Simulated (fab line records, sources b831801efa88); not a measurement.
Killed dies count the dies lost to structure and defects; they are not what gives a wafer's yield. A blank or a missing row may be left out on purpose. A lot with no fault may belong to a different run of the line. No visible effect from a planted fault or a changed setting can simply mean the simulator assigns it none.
Matching of chambers	flow gf180mcu	4 sister chambers for GF_V5_CMP_26 on cmp-02
The step polishes, stops on SiO2, t overpolish 15 s, target thk 0 nm. 4 wafers are shown with their chamber, then 7 later ones without.

== WAFERS PAIRED WITH THEIR CHAMBERS ==
wafer	chamber	motor_current_A (A)
L675.1	1	9.7
L676.6	3	11.4
L682.3	2	9.5
L682.4	0	12.7

== WAFERS MISSING THEIR CHAMBER ==
wafer	motor_current_A (A)
L682.6	9.9
L684.2	11.8
L684.5	9.5
L684.6	10.3
L686.1	13.1
L686.4	11.3
L686.5	13.1

== WHICH CHAMBER EACH WENT THROUGH ==
wafer	from the rows above	in truth
L682.6	can't be placed: 1 or 2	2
L684.2	can't be placed: 3 or 0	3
L684.5	can't be placed: 2 or 1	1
L684.6	can't be placed: 1 or 2 or 3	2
L686.1	0	0
L686.4	3	3
L686.5	0	0
3 of 7 placed correctly. These rows do not allow placing 4 (true chamber among the candidates in 4). 0 placed wrongly.
How it was worked out, from the rows above alone: a wafer's distance from a chamber is the root of the sum, over the readings, of the square of ((its reading less the chamber's mean) divided by the reading's scatter). If the next closest chamber is less than 2 further off than the closest, the wafer can't be placed; otherwise it belongs to the closest. The mean given for a chamber averages the wafers shown for that chamber. The scatter (one wafer shown for each chamber): square how far every hidden wafer sits from the nearest shown wafer, average those squares and take the square root.
